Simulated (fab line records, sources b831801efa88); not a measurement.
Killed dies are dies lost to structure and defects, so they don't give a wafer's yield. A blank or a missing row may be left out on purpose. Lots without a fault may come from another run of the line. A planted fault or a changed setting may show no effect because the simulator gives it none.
Chamber matching | flow gf180mcu | GF_V3_CMP_26 on cmp-01: 4 sister chambers
The step polishes, stops on SiO2, t overpolish 15 s, target thk 0 nm. 4 wafers are shown with their chamber, then 7 later ones without.

WAFERS WITH THEIR CHAMBER
wafer  | chamber | motor_current_A (A)
L111.4 | 0       | 11.1
L122.6 | 1       | 12.2
L127.1 | 3       | 12.0
L127.2 | 2       | 10.9

WAFERS WITHOUT THEIR CHAMBER
wafer  | motor_current_A (A)
L127.4 | 12.0
L128.2 | 10.9
L128.5 | 9.9
L128.6 | 12.9
L126.1 | 12.3
L126.2 | 11.1
L126.5 | 10.9

WHICH CHAMBER EACH WENT THROUGH
wafer  | from the rows above          | in truth
L127.4 | can't be placed: 3 or 1 or 0 | 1
L128.2 | can't be placed: 2 or 0      | 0
L128.5 | can't be placed: 2 or 0      | 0
L128.6 | can't be placed: 1 or 3      | 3
L126.1 | can't be placed: 1 or 3      | 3
L126.2 | can't be placed: 0 or 2 or 3 | 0
L126.5 | can't be placed: 2 or 0      | 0
Placed correctly: 0 of 7. Can't be placed from these rows: 7 (the true chamber is among the candidates in 7). Placed wrongly: 0.
How it was worked out, from the rows above alone: a wafer's distance from a chamber is the root of the sum, over the readings, of the square of ((its reading less the chamber's mean) divided by the reading's scatter). The wafer belongs to the nearest chamber; if the next one is less than 2 further off, it can't be placed. A chamber's mean is the mean of its shown wafers. The scatter: with one shown wafer a chamber, the root of the mean of the squares of how far each hidden wafer lies from its nearest shown one.
